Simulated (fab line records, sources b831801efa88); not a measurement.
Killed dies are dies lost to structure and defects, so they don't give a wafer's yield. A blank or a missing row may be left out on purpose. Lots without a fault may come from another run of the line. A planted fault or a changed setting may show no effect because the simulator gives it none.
A struck lot beside a sound one | flow sky130 | 44 steps out of a route of 708
Sound: wafers L313.2, L313.5, L313.6. Struck: wafers L323.1, L323.2, L323.4. The cause comes at the end.
At each step with rows: each side's tool, then ch and its chambers, then its first start. Under that, the readings that differ: sound wafers | struck wafers | difference of the means | sigmas: that difference in standard deviations of wafers without a fault.
alike: readings whose means differ by less than 2 such deviations, and words and numbers that are the same on both sides. not compared: withheld readings, readings that some wafer has no value for, bounds like >300 that may hide the same value, and numbers for which the record gives no deviation and whose values overlap.
The two part at a step that has a row with sigmas, a row that says differs or no value, or rows on one side only. Numbers that don't overlap but have no deviation are shown without sigmas and don't part them. A reading that every wafer of one side lacks parts them only if that side has two wafers or more.

first, 2 steps without rows for these wafers: SKY_DNWELL_DEVELOP_06 (develop time 60 s); SKY_DNWELL_IMPLANT_07.
SKY_DNWELL_STRIP_08: strips in O2/N2.
  sound on plasma_asher-01 ch 0,1, day 5 01:51; struck on plasma_asher-02 ch 0,1, day 7 12:44
  alike: drypump_motor_current_A, oes_product_au, strip_time_to_endpoint_s
  not compared: rf_hours_counter_h
SKY_DNWELL_TW_MEAS_09:
  sound on film_metro-02, day 5 01:58; struck on film_metro-01, day 7 12:50
  reading   | sound          | struck         | difference | sigmas
  DNWELL_TW | 1089 1081 1082 | 1122 1116 1122 | +36        | +2
then, 7 steps without rows for these wafers: SKY_PWDE_DEHYDRATE_00 (time 60 s); SKY_PWDE_HMDS_01 (prime time 60 s); SKY_PWDE_COAT_02 (resist thk 3000 nm); SKY_PWDE_SOFTBAKE_03; SKY_PWDE_EXPOSE_04 (exposes mask PWDEM, target cd 840 nm); SKY_PWDE_PEB_05; SKY_PWDE_DEVELOP_06 (develop time 60 s).
SKY_PWDE_OVL_MEAS_07:
  sound on overlay-02, day 5 19:21; struck on overlay-02, day 8 08:54
  alike: PWDE_OVL
SKY_PWDE_IMPLANT_08:
  sound on implanter-02 ch 0, day 5 19:25; struck on implanter-03 ch 0, day 8 08:56
  reading            | sound                       | struck                        | difference | sigmas
  dose_ions_cm2      | 3.605e+12 3.602e+12 3.6e+12 | 3.845e+12 3.839e+12 3.843e+12 | +2.400e+11 | +53
  faraday_current_uA | 20.1 19.2 20.2              | 22.1 22.3 22.0                | +2.3       | +5
  alike: beam_on_s
SKY_PWDE_STRIP_09: strips in O2/N2.
  sound on plasma_asher-01 ch 0,1, day 5 19:32; struck on plasma_asher-01 ch 0,1, day 8 09:05
  alike: drypump_motor_current_A, oes_product_au, strip_time_to_endpoint_s
  not compared: rf_hours_counter_h
SKY_PWDE_TW_MEAS_10:
  sound on film_metro-01, day 5 19:38; struck on film_metro-01, day 8 09:11
  alike: PWDE_TW
then, 7 steps without rows for these wafers: SKY_NWELL_DEHYDRATE_03 (time 60 s); SKY_NWELL_HMDS_04 (prime time 60 s); SKY_NWELL_COAT_05 (resist thk 3000 nm); SKY_NWELL_SOFTBAKE_06; SKY_NWELL_EXPOSE_07 (exposes mask NWM, target cd 840 nm); SKY_NWELL_PEB_08; SKY_NWELL_DEVELOP_09 (develop time 60 s).
SKY_NWELL_OVL_MEAS_10:
  sound on overlay-02, day 6 14:35; struck on overlay-01, day 9 06:36
  alike: NWELL_00_OVL
then, 3 steps without rows for these wafers: SKY_NWELL_IMPLANT_11; SKY_NWELL_IMPLANT_12; SKY_NWELL_IMPLANT_13.
SKY_NWELL_STRIP_14: strips in O2/N2.
  sound on plasma_asher-04 ch 0,1, day 6 15:04; struck on plasma_asher-02 ch 0,1, day 9 07:05
  alike: drypump_motor_current_A, oes_product_au, strip_time_to_endpoint_s
  not compared: rf_hours_counter_h
SKY_NWELL_TW_MEAS_15:
  sound on film_metro-01, day 6 15:11; struck on film_metro-01, day 9 07:11
  alike: NWELL_TW
then, 7 steps without rows for these wafers: SKY_NWELL_DEHYDRATE_16 (time 60 s); SKY_NWELL_HMDS_17 (prime time 60 s); SKY_NWELL_COAT_18 (resist thk 3000 nm); SKY_NWELL_SOFTBAKE_19; SKY_NWELL_EXPOSE_20 (exposes mask NWM COMPLEMENT, target cd 840 nm); SKY_NWELL_PEB_21; SKY_NWELL_DEVELOP_22 (develop time 60 s).
SKY_NWELL_OVL_MEAS_23:
  sound on overlay-01, day 7 11:15; struck on overlay-01, day 10 05:12
  alike: NWELL_01_OVL
then, 1 step without rows for these wafers: SKY_NWELL_IMPLANT_24.
SKY_NWELL_STRIP_25: strips in O2/N2.
  sound on plasma_asher-02 ch 0,1, day 7 11:26; struck on plasma_asher-04 ch 0,1, day 10 05:23
  alike: drypump_motor_current_A, oes_product_au, strip_time_to_endpoint_s
  not compared: rf_hours_counter_h
SKY_NWELL_TW_MEAS_26:
  sound on film_metro-01, day 7 11:32; struck on film_metro-03, day 10 05:29
  alike: NWELL_2_TW
then, 1 step without rows for these wafers: SKY_NWELL_CLEAN_27 (cleans in SC1/SC2, time 150 s).
SKY_NWELL_RTA_28: time 30 s.
  sound on rtp_anneal-02 ch 0, day 7 11:40; struck on rtp_anneal-02 ch 0, day 10 05:35
  alike: lamp_power_pct, ramp_up_c_per_s, wafer_temp_C_max
SKY_NWELL_RS_MEAS_29: measures by four-point-probe.
  sound on film_metro-02, day 7 11:46; struck on film_metro-02, day 10 05:41
  alike: NWELL_RS
SKY_NWELL_RS_MEAS_31: measures by four-point-probe.
  sound on film_metro-02, day 7 12:00; struck on film_metro-02, day 10 05:56
  reading          | sound          | struck         | difference | sigmas
  PWDE_RS (ohm/sq) | 5315 5275 5271 | 5007 5018 5007 | -276       | -13
-- the record jumps here: 40 days lie between the struck wafers' starts before and after (it left off in module NWELL and takes up again in module PAD_OPEN, whose first step shown is number 708 of the route) --
SKY_PAD_OPEN_PROBE_99:
  sound on prober-02, day 47 22:12; struck on prober-02, day 49 21:13
  reading                                   | sound          | struck         | difference | sigmas
  model.etest.res_pwde_under_gate.rs_ohm_sq | 6229 6245 6250 | 5816 5846 5817 | -415       |
  alike: killed_at_M0_to_M3, killed_at_M4_up, killed_at_contacts, killed_at_front_end, killed_at_other, killed_dies, killed_open, killed_short

WHERE THEY PART
First at SKY_DNWELL_TW_MEAS_09; last, within this record, at SKY_NWELL_RS_MEAS_31. Later steps at which nothing parts them and some readings are alike: SKY_PAD_OPEN_PROBE_99.

WHY: what the simulator had put in
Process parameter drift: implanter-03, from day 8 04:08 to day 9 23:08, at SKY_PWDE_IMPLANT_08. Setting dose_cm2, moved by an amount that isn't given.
